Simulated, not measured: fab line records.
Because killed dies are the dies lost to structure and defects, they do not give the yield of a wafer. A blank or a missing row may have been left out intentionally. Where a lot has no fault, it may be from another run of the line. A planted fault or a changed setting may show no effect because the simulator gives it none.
2 desks, one fault + flow gf180mcu + what lay behind the numbers comes last; until then each desk has only its own

DESK OF THE TOOL OWNER: implanter-04
GF_HV_LDD_IMPLANT_09, tool's own readings: per-lot mean of the sampled wafers with a number, covering each lot this tool ran. The brackets show how far a lot's mean lies from the usual mean; more than 4 standard deviations puts the lot out of limits, marked OUT.
Columns: A = beam-on-s at GF_HV_LDD_IMPLANT_09, usual 9.99 s; B = dose-ions-cm2 at GF_HV_LDD_IMPLANT_09, usual 1.0002e+14; C = faraday-current-uA at GF_HV_LDD_IMPLANT_09, usual 564
| lot  | first seen here | A    | B                            | C             |
|------|-----------------|------|------------------------------|---------------|
| L240 | day 10 20:26    | 9.94 | 9.9930e+13                   | 567           |
| L241 | day 11 04:34    | 9.94 | 9.9953e+13                   | 567           |
| L244 | day 12 00:47    | 9.82 | 9.9930e+13                   | 575           |
| L255 | day 15 12:07    | 9.97 | 1.5340e+14 (+99 or more) OUT | 865 (+27) OUT |
| L257 | day 16 07:50    | 9.95 | 1.5354e+14 (+99 or more) OUT | 870 (+28) OUT |
This desk's finding: out of limits on L255, L257; first on L255, day 15 12:07 (dose-ions-cm2 at GF_HV_LDD_IMPLANT_09). Within limits: L240, L241, L244.

FROM THE METROLOGY DESK
What the gauges read for every lot (on any tool): the sampled wafers with a number, averaged. The brackets show how far a lot's mean lies from the usual mean; more than 4 standard deviations puts the lot out of limits, marked OUT.
Columns: A = NWELL_RS at GF_VT_IMPLANT_RS_MEAS_47, usual 488.1 ohm/sq; B = HV_LDD_TW at GF_HV_LDD_TW_MEAS_11, usual 2425; C = HV_LDD_RS at GF_HV_LDD_RS_MEAS_53, usual 418.6 ohm/sq; D = V1_CVD_00_THK at GF_V1_THK_MEAS_01, usual 599 nm
| lot  | first seen here | A     | B              | C               | D   |
|------|-----------------|-------|----------------|-----------------|-----|
| L237 | day 7 13:10     | 487.1 | 2407           | 417.6           | 594 |
| L238 | day 7 18:59     | 487.3 | 2442           | 417.8           | 610 |
| L239 | day 7 22:34     | 486.6 | 2443           | 419.1           | 597 |
| L240 | day 8 10:21     | 488.7 | 2427           | 418.1           | 602 |
| L241 | day 8 16:01     | 486.5 | 2415           | 420.1           | 600 |
| L244 | day 9 09:51     | 487.8 | 2424           | 418.1           | 601 |
| L246 | day 10 02:28    | 489.3 | 2408           | 418.5           | 597 |
| L251 | day 11 11:38    | 487.5 | 2426           | 416.9           | 602 |
| L254 | day 12 07:34    | 489.1 | 2454           | 418.8           | 598 |
| L255 | day 12 12:52    | 487.8 | 2701 (+18) OUT | 341.4 (-86) OUT | 590 |
| L257 | day 13 06:08    | 488.5 | 2719 (+20) OUT | 340.7 (-87) OUT | 597 |
| L259 | day 13 17:19    | 487.6 | 2430           | 418.4           | 593 |
| L260 | day 13 22:56    | 487.5 | 2438           | 419.3           | 599 |
This desk's result: L255, L257 out of limits, first on L255 (HV_LDD_TW at GF_HV_LDD_TW_MEAS_11), day 15 12:22. Within limits: L237, L238, L239, L240, L241, L244, L246, L251, L254, L259, L260.

PUT TOGETHER
At day 15 12:07, on L255, L257, the tool owner's desk was in a position to raise an alarm.
An alarm was possible from the metrology desk at day 15 12:22, on L255, L257.
On implanter-04, each named lot ran GF_HV_LDD_IMPLANT_09.

WHAT WAS PUT IN BY THE SIMULATOR
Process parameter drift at GF_HV_LDD_IMPLANT_09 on implanter-04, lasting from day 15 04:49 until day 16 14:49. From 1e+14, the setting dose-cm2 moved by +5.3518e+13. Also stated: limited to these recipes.
Shown lots that were struck: L255, L257.
Hours from the fault's start to each desk's first reading out of limits: the tool owner's desk, 7; the metrology desk, 8.
